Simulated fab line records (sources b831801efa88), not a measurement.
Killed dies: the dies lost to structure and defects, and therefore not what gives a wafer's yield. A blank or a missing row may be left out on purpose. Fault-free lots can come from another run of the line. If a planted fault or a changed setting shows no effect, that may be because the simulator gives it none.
Chamber matching || flow sky130 || SKY_VIA2_CMP_02 on cmp-02: 4 sister chambers
The step polishes SiO2. 8 wafers are shown with their chamber, then 11 later ones without.

== WAFERS PAIRED WITH THEIR CHAMBERS ==
{"wafer": "L082.6", "chamber": 0, "motor_current_A (A)": 12.1}
{"wafer": "L084.1", "chamber": 3, "motor_current_A (A)": 14.9}
{"wafer": "L084.2", "chamber": 2, "motor_current_A (A)": 10.4}
{"wafer": "L084.6", "chamber": 1, "motor_current_A (A)": 12.4}
{"wafer": "L085.1", "chamber": 3, "motor_current_A (A)": 14.6}
{"wafer": "L085.3", "chamber": 2, "motor_current_A (A)": 10.2}
{"wafer": "L085.4", "chamber": 1, "motor_current_A (A)": 12.4}
{"wafer": "L087.1", "chamber": 0, "motor_current_A (A)": 11.7}

== WAFERS WITH NO CHAMBER GIVEN ==
{"wafer": "L087.5", "motor_current_A (A)": 10.0}
{"wafer": "L087.6", "motor_current_A (A)": 13.3}
{"wafer": "L089.1", "motor_current_A (A)": 14.3}
{"wafer": "L089.2", "motor_current_A (A)": 13.6}
{"wafer": "L089.6", "motor_current_A (A)": 12.0}
{"wafer": "L092.1", "motor_current_A (A)": 10.3}
{"wafer": "L092.4", "motor_current_A (A)": 14.4}
{"wafer": "L092.5", "motor_current_A (A)": 13.5}
{"wafer": "L093.4", "motor_current_A (A)": 11.6}
{"wafer": "L093.5", "motor_current_A (A)": 9.8}
{"wafer": "L093.6", "motor_current_A (A)": 14.8}

== EACH ONE'S CHAMBER ==
{"wafer": "L087.5", "from the rows above": 2, "in truth": 2}
{"wafer": "L087.6", "from the rows above": 1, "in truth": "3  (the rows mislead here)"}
{"wafer": "L089.1", "from the rows above": 3, "in truth": 3}
{"wafer": "L089.2", "from the rows above": "can't be placed: 3 or 1", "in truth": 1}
{"wafer": "L089.6", "from the rows above": "can't be placed: 0 or 1", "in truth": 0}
{"wafer": "L092.1", "from the rows above": 2, "in truth": 2}
{"wafer": "L092.4", "from the rows above": 3, "in truth": 3}
{"wafer": "L092.5", "from the rows above": "can't be placed: 1 or 3", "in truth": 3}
{"wafer": "L093.4", "from the rows above": 0, "in truth": 0}
{"wafer": "L093.5", "from the rows above": 2, "in truth": 2}
{"wafer": "L093.6", "from the rows above": 3, "in truth": 3}
7 of 11 placed correctly. Unplaceable from these rows: 3, with the true chamber sitting among the candidates in 3. Wrongly placed: 1.
How it was worked out, from the rows above alone: a wafer's distance from a chamber is the root of the sum, over the readings, of the square of ((its reading less the chamber's mean) divided by the reading's scatter). The wafer belongs to the nearest chamber; if the next one is less than 2 further off, it can't be placed. Each chamber's mean is taken over the wafers shown for it. The scatter is the square root of a quotient: the sum, over the shown wafers, of each reading's squared deviation from its chamber's mean, divided by wafers minus chambers.
